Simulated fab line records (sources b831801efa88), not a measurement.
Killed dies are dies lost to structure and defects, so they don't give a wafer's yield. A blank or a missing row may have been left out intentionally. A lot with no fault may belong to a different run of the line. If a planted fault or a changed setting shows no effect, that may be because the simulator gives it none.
Code-filled problem report in 8D (eight disciplines) form | flow sky130 | the parts of the form that need people (team, actions taken, sign-off) are left out

1. WHAT WENT WRONG
VIA2_HDPCVD_THK at SKY_VIA2_THK_MEAS_01 reads a mean of 1418 nm on 2 wafers of 1 lot; wafers without a fault read 1178 nm with a standard deviation of 13. That is +18 standard deviations from the usual mean.
First observed at day 40 01:13: wafer L804.1, on film-metro-03. At this step, 33 wafers from 11 lots have a number in the record. Rule for "out" (also "out of limits"): further than 4 standard deviations from the usual mean. Any other wafer with a number is counted as sound.

2. WHAT IT IS, WHAT IT ISN'T
question                    | is                | is not
which readings at this step | VIA2_HDPCVD_THK   | -
which lots                  | L804              | L789, L791, L793, L794, L795, L797, L799, L800, L803, L805
which wafers of those lots  | L804.1, L804.6    | L804.4
read on which gauges        | film-metro-03     | film-metro-02
when                        | from day 40 01:13 | up to then (28 sound wafers); but 3 sound wafers of L805 came after

3. WHAT RULES OUT EACH SUSPECT
Counting: if a tool at a process step up to the reading ran every lot that is out, it stays a suspect. Sound lots after the first of them don't rule it out here, since some wafers of a struck lot are sound.
- ruled out: the gauge at SKY_VIA2_THK_MEAS_01. All the wafers that are out were read on film-metro-03, but those of them that SKY_VIA2_HDPCVD_00 has rows for are out there too, on other tools.
- plasma-asher-01 at SKY_METAL2_STRIP_20 (strips in O2/N2): kept. It processed L804, the lot that is out, at day 40 00:30, and its most recent sound lot before then was L800 at day 38 17:24.
- hdpcvd-02 at SKY_VIA2_HDPCVD_00 (deposits SiO2, target thk 1180 nm, time 196.7 s): kept. It processed L804, the lot that is out, at day 40 01:06, and its most recent sound lot before then was L803 at day 39 17:34. Out on those wafers are its own readings of run-length-s.
- The sound lot-mates ran in chamber 2 of hdpcvd-02 at SKY_VIA2_HDPCVD_00, but the wafers that are out ran in chamber 0.
Remaining after the count are plasma-asher-01 at SKY_METAL2_STRIP_20 and hdpcvd-02 at SKY_VIA2_HDPCVD_00.

4. THE CAUSE (what the simulator had put in)
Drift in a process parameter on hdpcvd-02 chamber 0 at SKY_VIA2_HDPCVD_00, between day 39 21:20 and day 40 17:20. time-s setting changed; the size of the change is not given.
2 suspects survive the count, and this tool is in that group.

5. THE CHAIN OF EFFECTS, in route order
Rows list readings where the struck wafers' mean (over those with a number) sits beyond 3 standard deviations from the usual. Only readings whose record carries a usual standard deviation are examined. hours: median over the lots of the time between each lot's start at the first step of this table that gives one and its start at this step. sigmas: the change, counted in usual standard deviations.
hours | step                 | reading         | usual   | on struck wafers | change | sigmas
0     | SKY_VIA2_HDPCVD_00   | run-length-s    | 224.7 s | 263.7            | +39.0  | +85
0     | SKY_VIA2_THK_MEAS_01 | VIA2_HDPCVD_THK | 1178 nm | 1418             | +240   | +18
Process steps it contains:
- SKY_VIA2_HDPCVD_00: deposits SiO2, target thk 1180 nm, time 196.7 s.

6. HOW IT WOULD HAVE BEEN CAUGHT EARLIER
Counted from the fault's start at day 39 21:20, it took 4 hours until the first out-of-limits reading at a measuring or inspecting step in this record, taken at day 40 01:13.
Tool's own readings at SKY_VIA2_HDPCVD_00, run-length-s: out on all struck wafers the step has rows for; an alarm limit on them would have tripped on the first.
All the lots that are out (1) had begun SKY_VIA2_HDPCVD_00 on hdpcvd-02 by day 40 01:13. Had the tool been put on hold then, not one of them would have been saved.
